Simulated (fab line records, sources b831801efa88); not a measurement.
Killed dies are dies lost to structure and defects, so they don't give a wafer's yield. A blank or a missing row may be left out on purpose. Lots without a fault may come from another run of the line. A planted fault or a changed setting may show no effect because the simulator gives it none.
Chamber matching | flow sky130 | SKY_FIELD_ISO_CMP_27 on cmp-01: 4 sister chambers
The step polishes, stops on Si3N4, t overpolish 16 s, target thk 457.8 nm. 4 wafers are shown with their chamber, then 9 later ones without.

WAFERS WITH THEIR CHAMBER
wafer  | chamber | motor_current_A (A)
L148.5 | 3       | 11.2
L153.1 | 2       | 12.3
L153.2 | 0       | 11.7
L153.4 | 1       | 9.4

WAFERS WITHOUT THEIR CHAMBER
wafer  | motor_current_A (A)
L159.3 | 11.5
L159.4 | 12.3
L159.5 | 9.6
L160.1 | 11.6
L160.3 | 9.5
L160.6 | 12.5
L162.1 | 11.1
L162.2 | 12.5
L162.3 | 11.8

WHICH CHAMBER EACH WENT THROUGH
wafer  | from the rows above     | in truth
L159.3 | can't be placed: 0 or 3 | 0
L159.4 | 2                       | 2
L159.5 | 1                       | 1
L160.1 | 0                       | 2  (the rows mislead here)
L160.3 | 1                       | 1
L160.6 | 2                       | 2
L162.1 | 3                       | 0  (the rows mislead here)
L162.2 | 2                       | 2
L162.3 | 0                       | 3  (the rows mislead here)
Placed correctly: 5 of 9. Can't be placed from these rows: 1 (the true chamber is among the candidates in 1). Placed wrongly: 3.
How it was worked out, from the rows above alone: a wafer's distance from a chamber is the root of the sum, over the readings, of the square of ((its reading less the chamber's mean) divided by the reading's scatter). The wafer belongs to the nearest chamber; if the next one is less than 2 further off, it can't be placed. A chamber's mean is the mean of its shown wafers. The scatter: with one shown wafer a chamber, the root of the mean of the squares of how far each hidden wafer lies from its nearest shown one.
